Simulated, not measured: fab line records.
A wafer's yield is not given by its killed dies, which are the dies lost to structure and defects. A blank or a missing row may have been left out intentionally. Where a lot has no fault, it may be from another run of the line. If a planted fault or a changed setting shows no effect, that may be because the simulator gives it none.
Code-filled problem report in 8D (eight disciplines) form :: flow sfq_line :: the parts of the form that need people (team, actions taken, sign-off) are left out

## 1. WHAT WENT WRONG
Wafers with no fault read 498.4 W with a standard deviation of 1.7, whereas rf_fwd_power_W at SFQ_TRILAYER_I3_VIA_ETCH_VIA_ETCH_088 reads a mean of 579.7 W on 1 wafer of 1 lot. Relative to the usual mean, that is a shift of +48 standard deviations.
The step: etches SiO2 in CHF3, stops on Nb, target depth 260 nm.
The first sign was on wafer L794.3 at day 50 20:41, on rie_diel-04. At this step, 15 wafers from 5 lots have a number in the record. Rule for "out", or "out of limits": more than 4 standard deviations from the usual mean. Any other wafer with a number is counted as sound.

## 2. WHAT THIS IS AND IS NOT
question: which readings at this step
is: rf_fwd_power_W
is not: drypump_motor_current_A, oes_product_au

question: which lots
is: L794
is not: L784, L790, L802, L807

question: which wafers of those lots
is: L794.3
is not: L794.1, L794.6

question: read on which tools
is: rie_diel-04
is not: rie_diel-02, rie_diel-03

question: when
is: from day 50 20:41
is not: up to then (8 sound wafers); but 6 sound wafers of L802, L807 came after

## 3. WHAT RULES OUT EACH SUSPECT
Counting: a tool at a process step up to the reading stays a suspect if it ran every lot that is out. Sound lots after the first of them don't rule it out here, since some wafers of a struck lot are sound.
- pecvd-02 at SFQ_TRILAYER_I3_DEP_PECVD_081 (deposits SiO2 from SiH4/N2O, time 111.11 s, target thk 500 nm): kept. The lot that is out, L794, ran on it at day 45 20:35; the last sound lot it ran before that was L790, at day 45 02:35.
- cmp-02 at SFQ_TRILAYER_I3_CMP_CMP_082 (polishes SiO2): kept. The lot that is out, L794, ran on it at day 46 08:34; the last sound lot it ran before that was L790, at day 45 05:04.
- film_metro-02 at SFQ_TRILAYER_I3_METRO_MEASURE_083: kept. It ran the lot that is out, L794 (day 46 11:11).
- rie_diel-04 at SFQ_TRILAYER_I3_VIA_BARC_OPEN_VIA_ETCH_121 (etches BARC in O2, target depth 125 nm, time 41.7 s): kept. The lot that is out, L794, ran on it at day 50 20:38; the last sound lot it ran before that was L790, at day 49 18:41.
- rie_diel-04 at SFQ_TRILAYER_I3_VIA_ETCH_VIA_ETCH_088 (etches SiO2 in CHF3, stops on Nb, target depth 260 nm): kept. The lot that is out, L794, ran on it at day 50 20:41; the last sound lot it ran before that was L790, at day 49 18:44. Its own rf_fwd_power_W readings are out on those wafers.
- At SFQ_TRILAYER_I3_DEP_PECVD_081, inside pecvd-02: chamber 1 took the wafers that are out, while their sound lot-mates went through chambers 0, 2.
- At SFQ_TRILAYER_I3_CMP_CMP_082, inside cmp-02: chamber 0 took the wafers that are out, while their sound lot-mates went through chambers 1, 2.
- At SFQ_TRILAYER_I3_VIA_BARC_OPEN_VIA_ETCH_121 on rie_diel-04, chamber 2 took the sound wafers of the same lots and chamber 3 took the wafers that are out.
- At SFQ_TRILAYER_I3_VIA_ETCH_VIA_ETCH_088 on rie_diel-04, chamber 2 took the sound wafers of the same lots and chamber 3 took the wafers that are out.
Left after counting: pecvd-02 at SFQ_TRILAYER_I3_DEP_PECVD_081, cmp-02 at SFQ_TRILAYER_I3_CMP_CMP_082, film_metro-02 at SFQ_TRILAYER_I3_METRO_MEASURE_083, rie_diel-04 at SFQ_TRILAYER_I3_VIA_BARC_OPEN_VIA_ETCH_121, rie_diel-04 at SFQ_TRILAYER_I3_VIA_ETCH_VIA_ETCH_088.

## 4. THE CAUSE (what the simulator had put in)
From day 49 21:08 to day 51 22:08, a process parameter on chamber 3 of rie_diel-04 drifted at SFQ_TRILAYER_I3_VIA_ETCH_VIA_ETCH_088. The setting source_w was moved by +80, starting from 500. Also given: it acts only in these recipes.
Counting leaves 5 suspects; this tool is one of them.

## 5. THE EFFECT CHAIN, in route order
Each row: a reading where the mean over the struck wafers with a number is more than 3 standard deviations away from the usual. Readings are gone through only where the record gives a usual standard deviation; hours: the median, over the lots, of the time from a lot's start at the first step in this table giving one to that lot's start at this step; sigmas: the change measured in usual standard deviations.
hours: 0
step: SFQ_TRILAYER_I3_VIA_ETCH_VIA_ETCH_088
reading: rf_fwd_power_W
usual: 498.4 W
on struck wafers: 579.7
change: +81.3
sigmas: +48
Its process steps:
- SFQ_TRILAYER_I3_VIA_ETCH_VIA_ETCH_088: etches SiO2 in CHF3, stops on Nb, target depth 260 nm.

## 6. WHAT WOULD HAVE CAUGHT IT SOONER
In this record no reading fell out of limits until day 50 20:41, 24 hours after the fault had begun at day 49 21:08.
